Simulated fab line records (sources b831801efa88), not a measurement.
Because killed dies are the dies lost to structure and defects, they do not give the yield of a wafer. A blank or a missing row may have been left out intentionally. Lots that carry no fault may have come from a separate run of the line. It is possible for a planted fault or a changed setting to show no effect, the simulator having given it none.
Which of the tools did it?    flow sky130    39 wafers from 13 lots sampled at 4 of the route's 708 steps

## WHAT THE GAUGES SHOWED, per wafer
SKY_SD_N_CD_MEAS_07 targets a cd of 380 nm. Usual: cdNm 380.0 nm, standard deviation 2.3.
lot   measured      on        cdNm (nm)                            flag
L722  day 27 02:23  cdSem-02  381.3 382.2 380.1                    
L723  day 27 16:09  cdSem-01  384.5 383.9 384.0                    
L726  day 29 00:35  cdSem-01  378.1 376.0 378.9                    
L727  day 29 02:17  cdSem-02  383.4 382.8 382.4                    
L728  day 29 09:56  cdSem-01  381.1 384.0 382.6                    
L729  day 30 01:46  cdSem-01  379.6 375.4 378.1                    
L731  day 30 16:13  cdSem-01  383.5 383.4 381.4                    
L737  day 33 20:27  cdSem-01  258.8 261.3 257.2 259.1 261.0 257.1  OFF
L736  day 33 21:43  cdSem-02  258.8 262.6 260.5 258.7 262.9 260.5  OFF
L739  day 34 11:07  cdSem-02  376.9 376.2 377.5                    
L741  day 34 23:37  cdSem-01  381.4 381.5 380.9                    
L743  day 35 13:38  cdSem-02  380.9 379.4 378.4                    
L745  day 35 21:34  cdSem-02  382.1 381.8 379.9                    

SKY_SD_N_OVL_MEAS_08. Usual: for SD_N_OVL the level is -1.1 nm and the standard deviation is 1.3.
lot   measured      on          SD_N_OVL (nm)   flag
L722  day 27 02:29  overlay-02  -0.2 -1.7 -1.1  
L723  day 27 16:16  overlay-02  -2.0 -2.4 -1.2  
L726  day 29 00:42  overlay-01  -1.5 -1.7 -2.2  
L727  day 29 02:24  overlay-02  -2.6 -1.5 -0.8  
L728  day 29 10:03  overlay-01  -3.3 -4.2 -3.6  
L729  day 30 01:52  overlay-01  -2.0 -1.3 -2.2  
L731  day 30 16:20  overlay-02  -0.7 -1.2 1.6   
L739  day 34 11:14  overlay-01  -2.0 -1.0 -1.3  
L741  day 34 23:44  overlay-01  0.0 -0.4 -0.9   
L743  day 35 13:45  overlay-02  -0.3 -1.8 -1.0  
L745  day 35 21:41  overlay-01  -0.1 0.5 1.4    

## WHICH TOOL RAN EACH LOT (tool, then ch and the chambers of the sampled wafers, then the start)
lot   SKY_POLY_CUT_STRIP_12                SKY_SD_N_DEVELOP_06
L722  plasmaAsher-01 ch 0, day 23 11:52    lithoTrack-03 ch 0, day 27 02:04
L723  plasmaAsher-01 ch 1, day 24 00:16    lithoTrack-03 ch 0, day 27 16:01
L726  plasmaAsher-01 ch 0,1, day 25 10:14  lithoTrack-04 ch 0, day 29 00:26
L727  plasmaAsher-02 ch 0, day 25 11:58    lithoTrack-03 ch 0, day 29 02:04
L728  plasmaAsher-02 ch 0,1, day 25 21:26  lithoTrack-04 ch 0, day 29 09:47
L729  plasmaAsher-02 ch 0,1, day 26 14:46  lithoTrack-02 ch 0, day 30 01:37
L731  plasmaAsher-01 ch 0,1, day 27 04:47  lithoTrack-04 ch 0, day 30 16:01
L737  plasmaAsher-01 ch 0,1, day 30 10:29  lithoTrack-04 ch 0, day 33 20:19
L736  plasmaAsher-01 ch 0,1, day 30 11:50  lithoTrack-04 ch 0, day 33 21:35
L739  plasmaAsher-01 ch 0,1, day 31 04:18  lithoTrack-02 ch 0, day 34 10:58
L741  plasmaAsher-02 ch 0,1, day 31 16:02  lithoTrack-02 ch 0, day 34 23:28
L743  plasmaAsher-03 ch 0,1, day 32 08:26  lithoTrack-03 ch 0, day 35 13:29
L745  plasmaAsher-03 ch 0,1, day 32 14:29  lithoTrack-02 ch 0, day 35 21:25
- SKY_POLY_CUT_STRIP_12: strips in O2/N2.
- SKY_SD_N_DEVELOP_06: develop time 60 s.

## WHAT THE TOOLS THEMSELVES READ (means of the sampled wafers that have a number; where no wafer has one, the mark that the record gives instead)
SKY_POLY_CUT_STRIP_12. Usual: drypumpMotorCurrentA 5.9 A, standard deviation 0.44; oesProductAu 0.452 a.u., standard deviation 0.0044; stripTimeToEndpointS 5.362 s, standard deviation 0.017.
lot   tool            drypumpMotorCurrentA (A)  oesProductAu (a.u.)  stripTimeToEndpointS (s)  flag
L722  plasmaAsher-01  5.6                       0.454                5.371                     
L723  plasmaAsher-01  6.6                       0.449                5.340                     
L726  plasmaAsher-01  6.3                       0.454                5.390                     
L727  plasmaAsher-02  6.0                       0.452                5.359                     
L728  plasmaAsher-02  6.1                       0.454                5.356                     
L729  plasmaAsher-02  6.1                       0.451                5.370                     
L731  plasmaAsher-01  5.9                       0.447                5.364                     
L737  plasmaAsher-01  6.3                       0.455                5.348                     
L736  plasmaAsher-01  6.3                       0.456                5.371                     
L739  plasmaAsher-01  6.3                       0.451                5.369                     
L741  plasmaAsher-02  6.1                       0.451                5.368                     
L743  plasmaAsher-03  5.3                       0.456                5.348                     
L745  plasmaAsher-03  5.3                       0.452                5.363                     

## THE ANSWER, worked out from the rows above alone
Rule: a lot is off if the mean of its wafers that have a number lies more than 3 standard deviations from the usual mean. Also off: a lot with no number at a reading for which 4 or more lots have one. The other lots that the step has rows for count as sound. After the gauges, taken in route order, come the tools' own readings; for these a lot's mean is taken, as printed above. The first step at which some lot is off is used, and at that step the reading that is off furthest; a lot without a number counts as furthest.
Off: L737, L736, at SKY_SD_N_CD_MEAS_07 (cdNm).
If a tool, at a process step before that reading, ran all the lots that are off and no sound lot after the first of them, it fits. Gauges at SKY_SD_N_CD_MEAS_07: tried the same way as those tools. One fits: lithoTrack-04 at SKY_SD_N_DEVELOP_06. Its last sound lot is L731 (day 30 16:01), its first lot that is off L737 (day 33 20:19): a fault that began between those two fits.

## WHAT WAS PUT IN BY THE SIMULATOR
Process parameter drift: lithoTrack-04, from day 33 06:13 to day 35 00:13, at SKY_SD_N_DEVELOP_06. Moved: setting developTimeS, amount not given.
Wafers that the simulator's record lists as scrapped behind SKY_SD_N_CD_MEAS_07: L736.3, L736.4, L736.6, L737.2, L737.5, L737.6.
Shown lots that were struck: L737, L736. This agrees with what the rule above found.
